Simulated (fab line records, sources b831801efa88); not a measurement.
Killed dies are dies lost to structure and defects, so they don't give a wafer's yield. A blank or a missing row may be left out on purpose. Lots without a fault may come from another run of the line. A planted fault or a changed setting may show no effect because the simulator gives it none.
fab line records | flow gf180mcu
record lots=14 wafers=42 last_day=34
route steps=602 shown HV_LDD@180 PSD@255 NSD@262 SALICIDE@283
lots that met no fault: from a run of the same line without faults
start_h: hours from the record's first day to the start of the lot's first wafer shown | wait_h: hours since the lot's step before | " the same as in the row above | L1.1+2: a row that stands for several wafers | - no value, or no start given | * or withheld: withheld | < > ~ a bound
route shown NAME@n: a module of which the file shows steps, and the number in the route of the first | usual: mean/standard deviation of fault-free wafers | same: alike in all rows | chamber/n: place in a boat | sites: the reading at each site | _std_site: their standard deviation | _edge_site: outer sites' mean less inner sites' | radius_mm: how far each site lies from the wafer's centre | mask NAME#n: copy n | behind: the tool/chamber that last shaped the wafer | hold: why the lot was held/for how many hours/how that ended | device: the transistor (n, p or np) that didn't switch | end of line: the same wafers' tests at the end of the route | a step without rows: its recipe alone | killed: dies lost to structure and defects at the first sort, not the wafer's yield | map: a wafer's dies, x killed, . not, _ none there
set.NAME: the setting as run; set.NAME@STEP: as run at that earlier step | model.NAME: the simulator's own value behind a step, which no gauge read
steps of the route over a sample of lots; a table a step, a row a wafer
services: from which hour (start_h, from the record's first day; less than 0 if before it) a tool's chamber was out of use, for how many hours, and why
## steps
# step GF_HV_LDD_EXPOSE_04
# recipe mask_id=Nplus_LV_AREA target_cd_nm=400 na=0.6 source_shape=conventional sigma_outer=0.6 dose_mj=140
# columns lot.wafer tool chamber start_h wait_h mask
L608.2+3+6 iline_stepper-02 0 213.79 - Nplus_LV_AREA#0
L610.1+2+6 iline_stepper-01 0 228.40 - Nplus_LV_AREA#0
L611.4+5+6 iline_stepper-02 0 236.83 - Nplus_LV_AREA#0
L612.2+5+6 iline_stepper-02 0 249.85 - Nplus_LV_AREA#0
L613.3+4+6 iline_stepper-02 0 253.98 - Nplus_LV_AREA#0
L615.1+3+4 iline_stepper-01 0 268.48 - Nplus_LV_AREA#0
L616.3+4+5 iline_stepper-02 0 276.56 - Nplus_LV_AREA#0
L618.1+5+6 iline_stepper-01 0 288.22 - Nplus_LV_AREA#0
L619.1+4+6 iline_stepper-01 0 301.34 - Nplus_LV_AREA#0
L621.2+4+6 iline_stepper-01 0 311.70 - Nplus_LV_AREA#0
L624.2+3+6 iline_stepper-01 0 331.28 - Nplus_LV_AREA#0
L625.2+3+4 iline_stepper-02 0 342.79 - Nplus_LV_AREA#0
L626.2+3+5 iline_stepper-02 0 344.46 - Nplus_LV_AREA#0
L630.3+4+5 iline_stepper-01 0 376.48 - Nplus_LV_AREA#0
# step GF_HV_LDD_OVL_MEAS_08
# usual HV_LDD_OVL=0.5/1.5
# columns lot.wafer tool chamber start_h wait_h HV_LDD_OVL[nm]
L608.2 overlay-02 - 222.33 0.1 2.9
L608.3 " - " " 1.3
L608.6 " - " " 3.1
L610.1 overlay-01 - 238.01 0.1 0.2
L610.2 " - " " 0.0
L610.6 " - " " -0.5
L611.4 overlay-01 - 246.02 0.1 0.7
L611.5 " - " " -0.1
L611.6 " - " " 0.5
L612.2 overlay-02 - 259.76 0.1 0.7
L612.5 " - " " 2.2
L612.6 " - " " 0.9
L613.3 overlay-02 - 263.38 0.1 1.2
L613.4 " - " " 2.1
L613.6 " - " " 2.5
L615.1 overlay-02 - 277.82 0.1 -1.5
L615.3 " - " " -1.0
L615.4 " - " " -2.5
L616.3 overlay-02 - 286.33 0.1 -0.4
L616.4 " - " " 2.4
L616.5 " - " " 2.0
L618.1 overlay-01 - 298.12 0.1 1.2
L618.5 " - " " 0.9
L618.6 " - " " 2.5
L619.1 overlay-01 - 311.97 0.1 1.5
L619.4 " - " " -0.3
L619.6 " - " " -0.8
L621.2 overlay-01 - 322.32 0.1 1.8
L621.4 " - " " -0.8
L621.6 " - " " 0.5
L624.2 overlay-02 - 340.47 0.1 1.3
L624.3 " - " " 1.1
L624.6 " - " " 2.4
L625.2 overlay-01 - 353.81 0.1 -99.1
L625.3 " - " " -99.0
L625.4 " - " " -97.6
L626.2 overlay-01 - 355.81 0.1 -97.0
L626.3 " - " " -97.7
L626.5 " - " " -97.2
L630.3 overlay-01 - 386.41 0.1 2.2
L630.4 " - " " 0.6
L630.5 " - " " 1.2
# step GF_PSD_CD_MEAS_07
# recipe target_cd_nm=400
# usual cd_nm=400.3/2.7
# columns lot.wafer tool chamber start_h wait_h cd_nm
L608.2 cd_sem-02 - 329.31 4.9 399.3
L608.3 " - " " 397.8
L608.6 " - " " 398.5
L610.1 cd_sem-01 - 341.93 0.1 396.2
L610.2 " - " " 399.8
L610.6 " - " " 397.5
L611.4 cd_sem-01 - 352.77 0.2 394.8
L611.5 " - " " 394.5
L611.6 " - " " 396.7
L612.2 cd_sem-02 - 368.75 0.1 400.9
L612.5 " - " " 401.5
L612.6 " - " " 403.1
L613.3 cd_sem-02 - 378.47 0.1 398.2
L613.4 " - " " 400.1
L613.6 " - " " 402.7
L615.1 cd_sem-02 - 386.40 0.1 396.7
L615.3 " - " " 397.7
L615.4 " - " " 396.9
L616.3 cd_sem-01 - 397.79 0.1 400.2
L616.4 " - " " 400.6
L616.5 " - " " 399.9
L618.1 cd_sem-02 - 408.20 0.1 403.4
L618.5 " - " " 402.6
L618.6 " - " " 404.2
L619.1 cd_sem-02 - 425.80 0.1 402.7
L619.4 " - " " 404.6
L619.6 " - " " 401.8
L621.2 cd_sem-02 - 437.55 0.1 397.2
L621.4 " - " " 399.3
L621.6 " - " " 397.0
L624.2 cd_sem-01 - 458.82 0.1 399.0
L624.3 " - " " 401.7
L624.6 " - " " 400.2
L625.2 cd_sem-02 - 470.45 0.1 401.3
L625.3 " - " " 400.5
L625.4 " - " " 403.2
L626.2 cd_sem-02 - 477.02 0.1 396.7
L626.3 " - " " 395.9
L626.5 " - " " 395.9
L630.3 cd_sem-02 - 511.22 0.1 404.8
L630.4 " - " " 403.2
L630.5 " - " " 406.2
# step GF_PSD_RS_MEAS_14
# recipe thk_meas_gauge=four-point-probe
# usual NSD_RS=46.15/0.081
# columns lot.wafer tool chamber start_h wait_h NSD_RS[ohm/sq]
L608.2 film_metro-02 - 329.92 0.1 46.21
L608.3 " - " " 46.22
L608.6 " - " " 46.16
L610.1 film_metro-03 - 342.54 0.1 46.09
L610.2 " - " " 46.17
L610.6 " - " " 46.05
L611.4 film_metro-03 - 353.38 0.1 46.13
L611.5 " - " " 46.04
L611.6 " - " " 46.19
L612.2 film_metro-01 - 369.35 0.1 46.15
L612.5 " - " " 46.10
L612.6 " - " " 46.06
L613.3 film_metro-02 - 379.07 0.1 46.11
L613.4 " - " " 46.13
L613.6 " - " " 46.00
L615.1 film_metro-01 - 387.01 0.1 46.08
L615.3 " - " " 46.14
L615.4 " - " " 46.09
L616.3 film_metro-02 - 398.39 0.1 46.24
L616.4 " - " " 46.27
L616.5 " - " " 46.15
L618.1 film_metro-03 - 408.80 0.1 46.24
L618.5 " - " " 46.13
L618.6 " - " " 46.20
L619.1 film_metro-01 - 426.40 0.1 46.10
L619.4 " - " " 45.99
L619.6 " - " " 46.03
L621.2 film_metro-01 - 438.15 0.1 46.21
L621.4 " - " " 46.06
L621.6 " - " " 46.24
L624.2 film_metro-03 - 459.42 0.1 46.29
L624.3 " - " " 46.29
L624.6 " - " " 46.22
L625.2 film_metro-03 - 471.05 0.1 46.20
L625.3 " - " " 46.12
L625.4 " - " " 46.17
L626.2 film_metro-01 - 477.62 0.1 46.24
L626.3 " - " " 46.23
L626.5 " - " " 46.26
L630.3 film_metro-02 - 511.82 0.1 46.23
L630.4 " - " " 46.39
L630.5 " - " " 46.32
# step GF_SALICIDE_THK_MEAS_05
# recipe thk_meas_gauge=xrf reads=TiN_of_SALICIDE_SPUTTER_03
# usual SALICIDE_TIN_THK=20.2/0.31
# columns lot.wafer tool chamber start_h wait_h SALICIDE_TIN_THK[nm]
L608.2 film_metro-02 - 350.56 0.1 20.5
L608.3 " - " " 20.8
L608.6 " - " " 20.8
L610.1 film_metro-01 - 364.23 0.1 20.0
L610.2 " - " " 19.9
L610.6 " - " " 19.9
L611.4 film_metro-04 - 375.78 0.1 20.4
L611.5 " - " " 20.0
L611.6 " - " " 20.1
L612.2 film_metro-04 - 390.37 0.1 20.3
L612.5 " - " " 20.0
L612.6 " - " " 20.4
L613.3 film_metro-01 - 400.49 0.1 19.8
L613.4 " - " " 20.3
L613.6 " - " " 20.3
L615.1 film_metro-02 - 409.36 0.1 20.1
L615.3 " - " " 20.2
L615.4 " - " " 20.5
L616.3 film_metro-01 - 421.48 0.1 19.9
L616.4 " - " " 20.7
L616.5 " - " " 20.0
L618.1 film_metro-04 - 432.97 0.1 19.8
L618.5 " - " " 20.2
L618.6 " - " " 19.9
L619.1 film_metro-04 - 451.01 0.1 20.5
L619.4 " - " " 20.5
L619.6 " - " " 20.5
L621.2 film_metro-04 - 463.11 0.1 20.3
L621.4 " - " " 20.4
L621.6 " - " " 20.2
L624.2 film_metro-02 - 484.99 0.1 20.2
L624.3 " - " " 19.9
L624.6 " - " " 20.2
L625.2 film_metro-02 - 495.26 0.1 19.9
L625.3 " - " " 20.1
L625.4 " - " " 20.5
L626.2 film_metro-01 - 502.87 0.1 19.6
L626.3 " - " " 20.5
L626.5 " - " " 20.4
L630.3 film_metro-04 - 535.53 0.1 20.4
L630.4 " - " " 20.4
L630.5 " - " " 20.6
## services
# columns tool chamber start_h hours kind
iline_stepper-01 - 269.11 1.7 pm
iline_stepper-01 - 295.87 4.4 pm
iline_stepper-01 - 343.98 3.9 repair
iline_stepper-01 - 352.70 2.5 repair
## key
first_sign step=GF_HV_LDD_OVL_MEAS_08 reading=HV_LDD_OVL direction=down sigmas=66 usual=0.5 struck=-97.9
effect none on later readings
met_at GF_HV_LDD_EXPOSE_04
struck_lots L625,L626
tester_left_out L625,L626
not_acting_at GF_PSD_CD_MEAS_07,GF_PSD_RS_MEAS_14,GF_SALICIDE_THK_MEAS_05
onset_between 276.56 342.79
fault kind=scanner_matching_overlay tool=iline_stepper-02 chamber=- onset_h=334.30 steps=GF_HV_LDD_EXPOSE_04 offset=-97.211
# tester_left_out: of these lots the tester's yield and bins aren't shown, on N5 and GAA mostly nor the transistor test; their killed dies are dies lost to structure and defects alone, not to doping, threshold or leakage, so they don't give the yield
